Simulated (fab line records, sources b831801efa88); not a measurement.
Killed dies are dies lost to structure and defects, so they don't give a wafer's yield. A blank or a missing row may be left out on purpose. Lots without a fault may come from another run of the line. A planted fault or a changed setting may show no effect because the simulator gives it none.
fab line records | flow sky130
record lots=5 wafers=15 last_day=50
route steps=708 shown VIA1@475 METAL2@483 VIA2@507 PAD_OPEN@708
lots that met no fault: from a run of the same line without faults
start_h: hours from the record's first day to the start of the lot's first wafer shown | wait_h: hours since the lot's step before | " the same as in the row above | L1.1+2: a row that stands for several wafers | - no value, or no start given | * or withheld: withheld | < > ~ a bound
route shown NAME@n: a module of which the file shows steps, and the number in the route of the first | usual: mean/standard deviation of fault-free wafers | same: alike in all rows | chamber/n: place in a boat | sites: the reading at each site | _std_site: their standard deviation | _edge_site: outer sites' mean less inner sites' | radius_mm: how far each site lies from the wafer's centre | mask NAME#n: copy n | behind: the tool/chamber that last shaped the wafer | hold: why the lot was held/for how many hours/how that ended | device: the transistor (n, p or np) that didn't switch | end of line: the same wafers' tests at the end of the route | a step without rows: its recipe alone | killed: dies lost to structure and defects at the first sort, not the wafer's yield | map: a wafer's dies, x killed, . not, _ none there
set.NAME: the setting as run; set.NAME@STEP: as run at that earlier step | model.NAME: the simulator's own value behind a step, which no gauge read
lots at some steps of the route; a table a step, a row a wafer
services: from which hour (start_h, from the record's first day; less than 0 if before it) a tool's chamber was out of use, for how many hours, and why
## steps
# step SKY_VIA1_STRIP_17
# recipe chemistry=post_etch_residue_remover time_s=1200 temp_c=72.5
# step SKY_VIA1_CLEAN_18
# recipe chemistry=IPA time_s=180 temp_c=25
# step SKY_VIA1_CLEAN_19
# recipe chemistry=O3/DIW dry=n2_spin
# step SKY_VIA1_SPUTTER_20
# recipe material=TiN target_thk_nm=20 chamber_pressure_pa=5 power_w=4000 time_s=80
# step SKY_VIA1_CVD_21
# recipe material=W target_thk_nm=270 time_s=80.902 temp_c=400 pressure_torr=40
# step SKY_VIA1_RS_MEAS_22
# recipe thk_meas_gauge=four-point-probe reads=W_of_VIA1_CVD_21+TiN_of_VIA1_SPUTTER_20
# usual VIA1_W_RS=0.424/0.004
# columns lot.wafer tool chamber start_h wait_h VIA1_W_RS[ohm/sq]
L357.3 film_metro-01 - 818.00 0.1 0.427
L357.4 " - " " 0.421
L357.5 " - " " 0.431
L356.1 film_metro-02 - 823.68 0.1 0.421
L356.3 " - " " 0.426
L356.6 " - " " 0.424
L365.2 film_metro-02 - 876.06 0.1 0.425
L365.4 " - " " 0.429
L365.5 " - " " 0.426
L368.3 film_metro-02 - 906.06 0.1 0.416
L368.4 " - " " 0.425
L368.5 " - " " 0.425
L377.3 film_metro-01 - 961.06 0.1 0.425
L377.5 " - " " 0.424
L377.6 " - " " 0.424
# step SKY_VIA1_THK_MEAS_23
# recipe thk_meas_gauge=xrf reads=W_of_VIA1_CVD_21
# usual VIA1_W_THK=264.5/2.5
# columns lot.wafer tool chamber start_h wait_h VIA1_W_THK[nm]
L357.3 film_metro-01 - 818.10 0.1 261.0
L357.4 " - " " 265.5
L357.5 " - " " 261.0
L356.1 film_metro-02 - 823.80 0.1 267.1
L356.3 " - " " 265.7
L356.6 " - " " 265.7
L365.2 film_metro-02 - 876.17 0.1 263.5
L365.4 " - " " 262.4
L365.5 " - " " 263.5
L368.3 film_metro-02 - 906.16 0.1 268.7
L368.4 " - " " 262.3
L368.5 " - " " 262.0
L377.3 film_metro-01 - 961.16 0.1 262.5
L377.5 " - " " 263.5
L377.6 " - " " 262.2
# step SKY_VIA1_CMP_24
# recipe stop_on=SiO2 t_overpolish_s=15 down_force_psi=3.5 platen_rpm=60 target_thk_nm=0 pad_velocity_m_s=0.94248
# step SKY_METAL2_SPUTTER_00
# recipe material=Ti target_thk_nm=15 power_w=3000 time_s=10 chamber_pressure_pa=0.4
# step SKY_METAL2_SPUTTER_01
# recipe material=TiN target_thk_nm=20 power_w=6500 time_s=16.7 chamber_pressure_pa=0.4
# usual throttle_valve_pct=30.3/1.1
# columns lot.wafer tool chamber start_h wait_h throttle_valve_pct
L357.3 pvd_sputter-04 - 818.46 0.0 28.6
L357.4 " - " " 31.0
L357.5 " - " " 31.2
L356.1 pvd_sputter-01 - 824.18 0.0 30.0
L356.3 " - " " 30.9
L356.6 " - " " 30.7
L365.2 pvd_sputter-01 - 876.54 0.0 30.0
L365.4 " - " " 29.0
L365.5 " - " " 30.7
L368.3 pvd_sputter-04 - 906.52 0.0 31.1
L368.4 " - " " 30.0
L368.5 " - " " 31.0
L377.3 pvd_sputter-04 - 961.52 0.0 31.3
L377.5 " - " " 32.2
L377.6 " - " " 30.2
# step SKY_METAL2_SPUTTER_02
# recipe material=AlCu target_thk_nm=250 power_w=10600 time_s=13.3 chamber_pressure_pa=0.4
# usual throttle_valve_pct=30.3/1.1
# columns lot.wafer tool chamber start_h wait_h throttle_valve_pct
L357.3 pvd_sputter-04 - 818.49 0.0 28.4
L357.4 " - " " 31.2
L357.5 " - " " 31.5
L356.1 pvd_sputter-01 - 824.21 0.0 30.0
L356.3 " - " " 30.7
L356.6 " - " " 30.3
L365.2 pvd_sputter-01 - 876.57 0.0 30.0
L365.4 " - " " 29.2
L365.5 " - " " 30.6
L368.3 pvd_sputter-04 - 906.55 0.0 31.3
L368.4 " - " " 30.2
L368.5 " - " " 31.3
L377.3 pvd_sputter-04 - 961.55 0.0 31.1
L377.5 " - " " 32.2
L377.6 " - " " 30.4
# step SKY_METAL2_SPUTTER_03
# recipe material=Ti target_thk_nm=5 power_w=3030 time_s=3.3 chamber_pressure_pa=0.4
# step SKY_METAL2_SPUTTER_04
# recipe material=TiN target_thk_nm=70 power_w=6500 time_s=58.3 chamber_pressure_pa=0.4
# usual throttle_valve_pct=30.3/1.1
# columns lot.wafer tool chamber start_h wait_h throttle_valve_pct
L357.3 pvd_sputter-04 - 818.53 0.0 28.2
L357.4 " - " " 31.1
L357.5 " - " " 31.2
L356.1 pvd_sputter-01 - 824.25 0.0 29.8
L356.3 " - " " 30.6
L356.6 " - " " 30.6
L365.2 pvd_sputter-01 - 876.61 0.0 29.8
L365.4 " - " " 29.2
L365.5 " - " " 30.6
L368.3 pvd_sputter-04 - 906.59 0.0 31.2
L368.4 " - " " 30.0
L368.5 " - " " 31.1
L377.3 pvd_sputter-04 - 961.59 0.0 31.2
L377.5 " - " " 32.3
L377.6 " - " " 30.0
# step SKY_METAL2_RS_MEAS_05
# recipe thk_meas_gauge=four-point-probe reads=TiN_of_METAL2_SPUTTER_04+Ti_of_METAL2_SPUTTER_03+AlCu_of_METAL2_SPUTTER_02+TiN_of_METAL2_SPUTTER_01+Ti_of_METAL2_SPUTTER_00
# usual METAL2_ALCU_RS=0.1263/0.0013
# columns lot.wafer tool chamber start_h wait_h METAL2_ALCU_RS[ohm/sq]
L357.3 film_metro-01 - 818.62 0.1 0.1263
L357.4 " - " " 0.1270
L357.5 " - " " 0.1275
L356.1 film_metro-04 - 824.30 0.0 0.1266
L356.3 " - " " 0.1253
L356.6 " - " " 0.1256
L365.2 film_metro-03 - 876.68 0.0 0.1249
L365.4 " - " " 0.1244
L365.5 " - " " 0.1233
L368.3 film_metro-01 - 906.68 0.1 0.1268
L368.4 " - " " 0.1259
L368.5 " - " " 0.1262
L377.3 film_metro-03 - 961.68 0.1 0.1260
L377.5 " - " " 0.1276
L377.6 " - " " 0.1265
# step SKY_METAL2_THK_MEAS_06
# recipe thk_meas_gauge=xrf reads=AlCu_of_METAL2_SPUTTER_02
# usual METAL2_ALCU_THK=242/3.4
# columns lot.wafer tool chamber start_h wait_h METAL2_ALCU_THK[nm]
L357.3 film_metro-01 - 818.72 0.1 240
L357.4 " - " " 237
L357.5 " - " " 239
L356.1 film_metro-04 - 824.42 0.1 245
L356.3 " - " " 245
L356.6 " - " " 246
L365.2 film_metro-03 - 876.79 0.1 244
L365.4 " - " " 245
L365.5 " - " " 244
L368.3 film_metro-01 - 906.78 0.1 242
L368.4 " - " " 241
L368.5 " - " " 243
L377.3 film_metro-03 - 961.78 0.1 240
L377.5 " - " " 238
L377.6 " - " " 239
# step SKY_METAL2_DEHYDRATE_07
# recipe temp_c=200 time_s=60
# step SKY_METAL2_HMDS_08
# recipe prime_time_s=60 prime_temp_c=120
# step SKY_METAL2_COAT_09
# recipe resist=BARC temp_c=withheld time_s=withheld spin_rpm=3000 resist_thk_nm=60
# step SKY_METAL2_COAT_10
# recipe resist=KrF-thick spin_rpm=3000 resist_thk_nm=450
# step SKY_METAL2_SOFTBAKE_11
# recipe temp_c=100 time_s=90 resist=KrF-thick
# step SKY_METAL2_EXPOSE_12
# recipe mask_id=MM2 na=0.8 source_shape=annular sigma_inner=0.55 sigma_outer=0.85 target_cd_nm=140 dose_mj=28
# step SKY_METAL2_PEB_13
# recipe peb_temp_c=withheld peb_time_s=withheld resist=KrF-thick
# step SKY_METAL2_DEVELOP_14
# recipe develop_time_s=58.95 resist=KrF-thick dev_temp_c=21
# step SKY_METAL2_CD_MEAS_15
# recipe target_cd_nm=140
# usual cd_nm=140.3/1.5
# columns lot.wafer tool chamber start_h wait_h cd_nm
L357.3 cd_sem-01 - 845.34 - 141.6
L357.4 " - " " 140.7
L357.5 " - " " 139.6
L356.1 cd_sem-01 - 850.50 - 135.7
L356.3 " - " " 137.3
L356.6 " - " " 136.0
L365.2 cd_sem-02 - 902.22 - 142.2
L365.4 " - " " 140.8
L365.5 " - " " 140.7
L368.3 cd_sem-01 - 932.24 - 137.7
L368.4 " - " " 137.4
L368.5 " - " " 138.6
L377.3 cd_sem-01 - 985.87 - 139.6
L377.5 " - " " 140.0
L377.6 " - " " 140.2
# step SKY_METAL2_OVL_MEAS_16
# usual METAL2_OVL=4/6.4
# columns lot.wafer tool chamber start_h wait_h METAL2_OVL[nm]
L357.3 overlay-02 - 845.43 0.1 6
L357.4 " - " " 1
L357.5 " - " " -4
L356.1 overlay-01 - 850.62 0.1 -3
L356.3 " - " " -3
L356.6 " - " " 5
L365.2 overlay-02 - 902.33 0.1 7
L365.4 " - " " 10
L365.5 " - " " 12
L368.3 overlay-01 - 932.33 0.1 11
L368.4 " - " " 7
L368.5 " - " " 13
L377.3 overlay-02 - 985.96 0.1 8
L377.5 " - " " 11
L377.6 " - " " 11
# step SKY_METAL2_DESCUM_17
# recipe chemistry=O2 source_power_w=150 bias_power_w=0 pressure_mtorr=10 temp_c=40 time_s=8
# step SKY_METAL2_ETCH_18
# recipe chemistry=N2/H2 target=BARC ion_energy_ev=200 bias_w=100 pressure_mtorr=30 n2_flow_sccm=100 h2_flow_sccm=200 icp_w=500 stop_on=SiO2 time_s=45.9 target_depth_a=600
# step SKY_METAL2_METAL_ETCH_19
# recipe target_depth_a=3600 stop_on=SiO2 over_etch_frac=0.3 time_s=78 chemistry=Cl2/BCl3 resist_sidewall_deg=88 pressure_mtorr=10 icp_w=900 bias_w=48.5 Cl2_flow_sccm=60 bcl3_flow_sccm=30
# usual drypump_motor_current_A=5.4/0.53 oes_product_au=0.855/0.0056 throttle_valve_pct=22.264/0.009
# columns lot.wafer tool chamber start_h wait_h drypump_motor_current_A oes_product_au rf_hours_counter_h throttle_valve_pct
L357.3 rie_metal-02 1 845.70 0.1 4.7 0.861 - 22.269
L357.4 " 1 " " 4.7 0.850 - 22.265
L357.5 " 1 " " 4.7 0.846 - 22.269
L356.1 rie_metal-04 0 850.75 0.0 6.1 0.858 8 22.260
L356.3 " 1 " " 5.0 0.856 - 22.259
L356.6 " 1 " " 5.0 0.855 - 22.275
L365.2 rie_metal-04 0 902.57 0.1 6.1 0.864 - 22.268
L365.4 " 0 " " 6.1 0.857 - 22.263
L365.5 " 0 " " 6.1 0.862 - 22.256
L368.3 rie_metal-04 1 932.48 0.1 5.1 0.850 - 22.250
L368.4 " 0 " " 6.1 0.857 - 22.258
L368.5 " 0 " " 6.1 0.850 - 22.277
L377.3 rie_metal-01 1 986.11 0.1 5.1 0.857 - 22.262
L377.5 " 1 " " 5.1 0.853 - 22.244
L377.6 " 0 " " 5.6 0.846 - 22.257
# step SKY_METAL2_STRIP_20
# recipe chemistry=O2/N2 power_w=1400 pressure_mtorr=1500 platen_temp_c=withheld o2_flow_sccm=3000 n2_flow_sccm=300 overash_fraction=0.5
# usual drypump_motor_current_A=5.7/0.39 oes_product_au=0.343/0.005 strip_time_to_endpoint_s=2.70/0.049
# columns lot.wafer tool chamber start_h wait_h drypump_motor_current_A oes_product_au rf_hours_counter_h strip_time_to_endpoint_s
L357.3 plasma_asher-03 0 845.86 0.1 5.3 0.342 - 2.81
L357.4 " 1 " " 5.5 0.346 - 2.78
L357.5 " 0 " " 5.3 0.346 - 2.80
L356.1 plasma_asher-03 0 850.84 0.1 5.3 0.338 74 2.70
L356.3 " 0 " " 5.3 0.342 - 2.74
L356.6 " 0 " " 5.3 0.341 - 2.73
L365.2 plasma_asher-03 1 902.72 0.1 5.5 0.338 79 2.68
L365.4 " 0 " " 5.3 0.333 - 2.68
L365.5 " 0 " " 5.3 0.347 - 2.66
L368.3 plasma_asher-03 0 932.57 0.1 5.3 0.341 - 2.72
L368.4 " 1 " " 5.5 0.333 - 2.62
L368.5 " 1 " " 5.5 0.338 - 2.63
L377.3 plasma_asher-03 0 986.21 0.1 5.3 0.343 - 2.76
L377.5 " 0 " " 5.3 0.353 - 2.79
L377.6 " 1 " " 5.5 0.339 - 2.64
# step SKY_METAL2_STRIP_21
# recipe chemistry=post_etch_residue_remover time_s=1200 temp_c=72.5
# step SKY_METAL2_CLEAN_22
# recipe chemistry=IPA time_s=180 temp_c=25
# step SKY_METAL2_CLEAN_23
# recipe chemistry=O3/DIW dry=n2_spin
# step SKY_VIA2_HDPCVD_00
# recipe material=SiO2 target_thk_nm=1180 sigma_open_frac=0.3 time_s=196.7 temp_c=400 sih4_flow_sccm=60 pressure_mtorr=6
# step SKY_VIA2_THK_MEAS_01
# recipe reads=SiO2_of_VIA2_HDPCVD_00
# usual VIA2_HDPCVD_THK=1178/13
# columns lot.wafer tool chamber start_h wait_h VIA2_HDPCVD_THK[nm]
L357.3 film_metro-01 - 846.56 0.1 1166
L357.4 " - " " 1169
L357.5 " - " " 1163
L356.1 film_metro-02 - 851.56 0.1 1185
L356.3 " - " " 1149
L356.6 " - " " 1173
L365.2 film_metro-02 - 903.48 0.1 1172
L365.4 " - " " 1171
L365.5 " - " " 1174
L368.3 film_metro-04 - 933.28 0.1 1178
L368.4 " - " " 1182
L368.5 " - " " 1193
L377.3 film_metro-01 - 986.91 0.1 1198
L377.5 " - " " 1205
L377.6 " - " " 1204
# step SKY_VIA2_CMP_02
# recipe material=SiO2 down_force_psi=4 platen_rpm=60 pad_velocity_m_s=0.94248
# usual motor_current_A=11.7/1.8
# columns lot.wafer tool chamber start_h wait_h motor_current_A
L357.3 cmp-02 3 846.65 0.1 10.5
L357.4 " 0 " " 13.3
L357.5 " 2 " " 11.0
L356.1 cmp-01 0 851.72 0.1 12.9
L356.3 " 1 " " 11.9
L356.6 " 2 " " 10.0
L365.2 cmp-01 2 903.58 0.1 10.2
L365.4 " 0 " " 12.9
L365.5 " 1 " " 11.8
L368.4 cmp-01 3 933.37 0.1 9.9
L368.3 " 1 " " 11.5
L368.5 " 2 " " 9.4
L377.3 cmp-01 1 987.05 0.1 11.4
L377.5 " 3 " " 10.2
L377.6 " 0 " " 12.6
# step SKY_VIA2_BOW_MEAS_03
# recipe mode=bow
# usual VIA2_BOW=85/8.1
# columns lot.wafer tool chamber start_h wait_h VIA2_BOW[um]
L357.3 film_metro-01 - 846.94 0.2 88
L357.4 " - " " 94
L357.5 " - " " 97
L356.1 film_metro-01 - 851.92 0.1 72
L356.3 " - " " 76
L356.6 " - " " 77
L365.2 film_metro-04 - 903.85 0.2 78
L365.4 " - " " 99
L365.5 " - " " 82
L368.3 film_metro-02 - 933.66 0.1 94
L368.4 " - " " 80
L368.5 " - " " 68
L377.3 film_metro-04 - 987.29 0.2 94
L377.5 " - " " 98
L377.6 " - " " 106
# step SKY_VIA2_DEHYDRATE_04
# recipe temp_c=200 time_s=60
# step SKY_VIA2_HMDS_05
# recipe prime_time_s=60 prime_temp_c=120
# step SKY_VIA2_COAT_06
# recipe resist=BARC temp_c=withheld time_s=withheld spin_rpm=3000 resist_thk_nm=60
# step SKY_VIA2_COAT_07
# recipe resist=KrF-thick spin_rpm=3000 resist_thk_nm=450
# step SKY_VIA2_SOFTBAKE_08
# recipe temp_c=100 time_s=90 resist=KrF-thick
# step SKY_VIA2_EXPOSE_09
# recipe mask_id=VIM2 na=0.8 source_shape=annular sigma_inner=0.55 sigma_outer=0.85 target_cd_nm=200 dose_mj=38
# step SKY_PAD_OPEN_PROBE_99
# usual defect_limited_yield=82.4/1.8 killed_at_M0_to_M3=44/6.3 killed_at_M4_up=3.1/1.8 killed_at_contacts=25/5.1 killed_at_front_end=15/4.1 killed_at_other=0.3/0.71 killed_dies=87/8.8 killed_on_rim=17/3.7 killed_open=47/6.8 killed_short=40/6.7 sort_bin_3_pad_short=0.9/0.39 sort_bin_5_function=10.4/1.5 sort_bin_6_memory=6.4/1.1 sort_n_pass=405/8.8 sort_yield_pct=82.4/1.8
# same gross_dies=492 killed_at_back_side=0 sort_bin_4_leakage[%]=0 sort_bin_8_speed[%]=0
# columns lot.wafer tool chamber start_h wait_h defect_limited_yield[%] killed_at_M0_to_M3 killed_at_M4_up killed_at_contacts killed_at_front_end killed_at_other killed_dies killed_on_rim killed_open killed_short sort_bin_3_pad_short[%] sort_bin_5_function[%] sort_bin_6_memory[%] sort_n_pass sort_yield_pct[%] model.etest.tester.sort_n_pass model.etest.tester.sort_yield_pct model.etest.tester.sort_bin_3_pct
L357.3 prober-01 - 1097.13 0.2 76.4 54 4 40 18 0 116 16 65 51 1.8 13.6 8.1 376 76.4 376 76.42 1.829
L357.4 prober-01 - 1097.18 0.2 80.7 52 1 25 17 0 95 19 55 40 0.4 9.8 9.1 397 80.7 397 80.69 0.4065
L357.5 prober-01 - 1097.23 0.2 83.9 33 5 29 12 0 79 16 51 28 0.4 10.2 5.5 413 83.9 413 83.94 0.4065
L356.1 prober-02 - 1098.71 0.1 81.9 38 2 26 23 0 89 16 55 31 0.8 10.4 6.9 403 81.9 403 81.91 0.813
L356.3 prober-02 - 1098.81 0.2 82.7 40 3 25 17 0 85 16 39 43 0.2 11.4 5.7 407 82.7 407 82.72 0.2033
L356.6 prober-02 - 1098.96 0.2 79.7 52 1 26 20 1 100 21 66 34 1.0 13.2 6.1 392 79.7 392 79.67 1.016
L365.2 prober-02 - 1139.81 0.1 72.4 83 2 29 22 0 136 34 56 50 3.9 16.3 7.5 356 72.4 356 72.36 3.862
L365.4 prober-02 - 1139.91 0.2 80.5 48 2 23 20 3 96 25 58 35 0.8 13.6 5.1 396 80.5 396 80.49 0.813
L365.5 prober-02 - 1139.96 0.2 83.9 43 2 24 9 1 79 21 41 37 0.6 8.7 6.7 413 83.9 413 83.94 0.6098
L368.3 prober-01 - 1163.08 0.2 81.9 46 2 25 16 0 89 23 47 42 0.6 11.4 6.1 403 81.9 403 81.91 0.6098
L368.4 prober-01 - 1163.13 0.2 81.3 42 6 26 18 0 92 15 53 39 1.4 11.6 5.7 400 81.3 400 81.3 1.423
L368.5 prober-01 - 1163.18 0.2 80.3 44 1 31 20 1 97 20 52 45 1.4 9.1 9.1 395 80.3 395 80.28 1.423
L377.3 prober-02 - 1201.63 0.2 82.9 44 2 24 14 0 84 14 45 39 0.8 10.2 6.1 408 82.9 408 82.93 0.813
L377.5 prober-02 - 1201.73 0.2 81.3 46 1 25 18 2 92 21 58 34 0.2 11.8 6.7 400 81.3 400 81.3 0.2033
L377.6 prober-02 - 1201.78 0.2 82.1 48 5 22 13 0 88 19 52 36 0.4 11.6 5.9 404 82.1 404 82.11 0.4065
# killed by level:class
L357.3 CONTACT:geometric_particle:open=16 VIA1:geometric_particle:open=14 LI_CONTACT:geometric_particle:open=10 VIA2:geometric_particle:open=10 METAL1:geometric_particle:short=8 CONTACT:geometric_particle:short=7 VIA3:geometric_particle:open=7 LI_CONTACT:geometric_particle:short=5
L357.4 VIA3:geometric_particle:open=11 CONTACT:geometric_particle:open=11 VIA1:geometric_particle:open=9 VIA2:geometric_particle:open=8 FIELD_ISO:geometric_particle:open=6 FIELD_ISO:geometric_particle:short=6 LI_CONTACT:geometric_particle:short=5 VIA2:geometric_particle:short=5
L357.5 CONTACT:geometric_particle:open=12 VIA2:geometric_particle:open=11 LI_CONTACT:geometric_particle:open=8 VIA1:geometric_particle:open=6 METAL4:geometric_particle:short=5 POLY_GATE:geometric_particle:short=4 CONTACT:geometric_particle:short=4 VIA3:geometric_particle:open=4
L356.1 VIA3:geometric_particle:open=10 LI_CONTACT:geometric_particle:open=9 CONTACT:geometric_particle:open=9 FIELD_ISO:geometric_particle:short=7 VIA1:geometric_particle:open=6 POLY_GATE:geometric_particle:open=5 METAL2:geometric_particle:short=4 VIA2:geometric_particle:open=4
L356.3 METAL2:geometric_particle:short=9 LI_CONTACT:geometric_particle:open=9 METAL1:geometric_particle:short=7 FIELD_ISO:geometric_particle:open=5 CONTACT:geometric_particle:short=5 CONTACT:geometric_particle:open=5 VIA1:geometric_particle:short=5 VIA1:geometric_particle:open=5
L356.6 VIA1:geometric_particle:open=17 VIA3:geometric_particle:open=12 FIELD_ISO:geometric_particle:open=8 CONTACT:geometric_particle:open=8 VIA2:geometric_particle:open=7 LI_CONTACT:geometric_particle:open=7 FIELD_ISO:geometric_particle:short=5 CONTACT:geometric_particle:short=5
L365.2 METAL2:unspecified=30 VIA1:geometric_particle:open=13 FIELD_ISO:geometric_particle:short=8 CONTACT:geometric_particle:short=8 VIA2:geometric_particle:open=8 VIA1:geometric_particle:short=8 LI_CONTACT:geometric_particle:open=7 CONTACT:geometric_particle:open=7
L365.4 VIA1:geometric_particle:open=14 LOCAL_INTERCONNECT:geometric_particle:short=9 CONTACT:geometric_particle:open=9 VIA3:geometric_particle:open=9 VIA2:geometric_particle:open=6 FIELD_ISO:geometric_particle:open=5 POLY_GATE:geometric_particle:short=5 LI_CONTACT:geometric_particle:open=4
L365.5 METAL2:geometric_particle:short=9 VIA1:geometric_particle:open=7 METAL1:geometric_particle:short=6 LI_CONTACT:geometric_particle:open=6 CONTACT:geometric_particle:open=6 CONTACT:geometric_particle:short=5 VIA3:geometric_particle:open=5 POLY_GATE:geometric_particle:open=3
L368.3 METAL1:geometric_particle:short=10 VIA1:geometric_particle:open=9 LI_CONTACT:geometric_particle:open=8 CONTACT:geometric_particle:open=7 VIA3:geometric_particle:open=6 VIA2:geometric_particle:open=6 METAL2:geometric_particle:short=5 FIELD_ISO:geometric_particle:short=4
L368.4 CONTACT:geometric_particle:open=11 VIA3:geometric_particle:open=8 LI_CONTACT:geometric_particle:open=7 VIA2:geometric_particle:open=7 METAL1:geometric_particle:short=6 VIA1:geometric_particle:open=6 FIELD_ISO:geometric_particle:short=5 METAL2:geometric_particle:short=5
L368.5 LI_CONTACT:geometric_particle:open=14 VIA1:geometric_particle:open=12 FIELD_ISO:geometric_particle:short=7 CONTACT:geometric_particle:short=7 FIELD_ISO:geometric_particle:open=6 LOCAL_INTERCONNECT:geometric_particle:short=5 VIA1:geometric_particle:short=5 METAL2:geometric_particle:short=5
L377.3 VIA1:geometric_particle:open=11 CONTACT:geometric_particle:open=8 CONTACT:geometric_particle:short=6 VIA3:geometric_particle:open=6 VIA3:geometric_particle:short=5 METAL1:geometric_particle:short=5 LI_CONTACT:geometric_particle:open=4 VIA1:geometric_particle:short=4
L377.5 VIA1:geometric_particle:open=15 CONTACT:geometric_particle:open=10 LI_CONTACT:geometric_particle:open=9 FIELD_ISO:geometric_particle:open=6 FIELD_ISO:geometric_particle:short=5 VIA2:geometric_particle:open=5 VIA3:geometric_particle:open=5 CONTACT:geometric_particle:short=4
L377.6 VIA1:geometric_particle:open=15 VIA2:geometric_particle:open=7 CONTACT:geometric_particle:open=7 VIA3:geometric_particle:open=7 CONTACT:geometric_particle:short=6 POLY_GATE:geometric_particle:short=5 LI_CONTACT:geometric_particle:open=5 VIA1:geometric_particle:short=5
# map L365.2 (x killed, . not)
__________x..xxx...x_________
________..x.....xx...x_______
______....x...x...x..x.x_____
_____.x.....x..x.......x.____
____..xx..........x......x___
___...x.xx....x...x.x......__
__..x..xx..xx..x...x........_
_...x.....x.x..........x..x..
_....x.x..x....x...x..x.....x
_....xx.........xxx....x.....
_...x..x...............x...x.
_x..x.............x.x...xxx..
_.........x.xx........x......
_x..x..x.....x.......x...x...
_...x....x.x.....x.x.xx......
__.x....x..x...x........x..._
___.x.x.x............x..xx.__
____x....xx.x..........x..___
_____.x.x.x...xx.x.....x.____
______..xxxxxxxxxx.xx..._____
________.xxxxxxxxxxxx._______
__________xxxxxxxx.._________
# map L356.6 (x killed, . not)
__________.x..xx...._________
________..x..........._______
______..xx......xx..x..._____
_____..x......x.x...x....____
____x...xx............x..x___
___x...x..x..........xx....__
__....x.x..x..............x._
_...x....x.x............x..x.
_....x.......x.x.x.x........x
_xx.....x.....x..............
_xx..............x...x...x..x
_...x..........x.x.x......xx.
_...x.x.xxx.......x.....x.x..
_..x..x.x.....x.........xx...
_..x....x.x.....x...x.x...x..
__....x...x.....xx....x....._
___.....x............x....x__
____x..x.........x........___
_____.x...x..x.x.........____
______..xx.....x...x...._____
________...xx....x...x_______
__________.x.....x.._________
## services
# columns tool chamber start_h hours kind
pvd_sputter-04 - 795.92 4.5 repair
cmp-02 - 811.31 5.6 pm
plasma_asher-03 - 817.15 2.2 repair
rie_metal-02 0 824.29 - clean
rie_metal-02 0 824.29 25.0 scheduled_down
rie_metal-02 0 824.29 25.0 vent_cycle
rie_metal-04 0 836.80 2.4 repair
cmp-01 - 855.89 5.8 pm
rie_metal-04 - 857.12 2.8 pm
pvd_sputter-04 1 866.80 - consumable_replace:kit
pvd_sputter-04 1 866.80 18.0 scheduled_down
pvd_sputter-04 1 866.80 18.0 vent_cycle
cmp-01 - 881.53 0.9 repair
rie_metal-04 1 899.53 11.4 repair
cmp-01 - 912.11 4.0 pm
cmp-01 - 916.11 - consumable_replace:conditioner
cmp-01 - 916.11 - consumable_replace:pad
plasma_asher-03 - 926.67 0.9 repair
pvd_sputter-01 0 958.13 - consumable_replace:kit
pvd_sputter-01 0 958.13 18.0 scheduled_down
pvd_sputter-01 0 958.13 18.0 vent_cycle
plasma_asher-03 - 959.34 0.5 repair
cmp-01 - 960.70 1.1 repair
## key
first_sign step=SKY_PAD_OPEN_PROBE_99 reading=sort_bin_3_pad_short direction=up sigmas=7.8 usual=0.9 struck=3.9
effect step=SKY_PAD_OPEN_PROBE_99 reading=killed_at_M0_to_M3 direction=up sigmas=6.3 usual=44 struck=83
model_effect step=SKY_PAD_OPEN_PROBE_99 value=etest.tester.sort_n_pass without=381 struck=356
met_at SKY_METAL2_SPUTTER_04
struck_wafers L365.2
onset_between 824.25 876.61
fault kind=chamber_particle_source tool=pvd_sputter-01 chamber=- onset_h=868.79 steps=SKY_METAL2_SPUTTER_04 rate_per_visit_cm2=1.6515 end_h=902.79 scope=struck_wafers_only
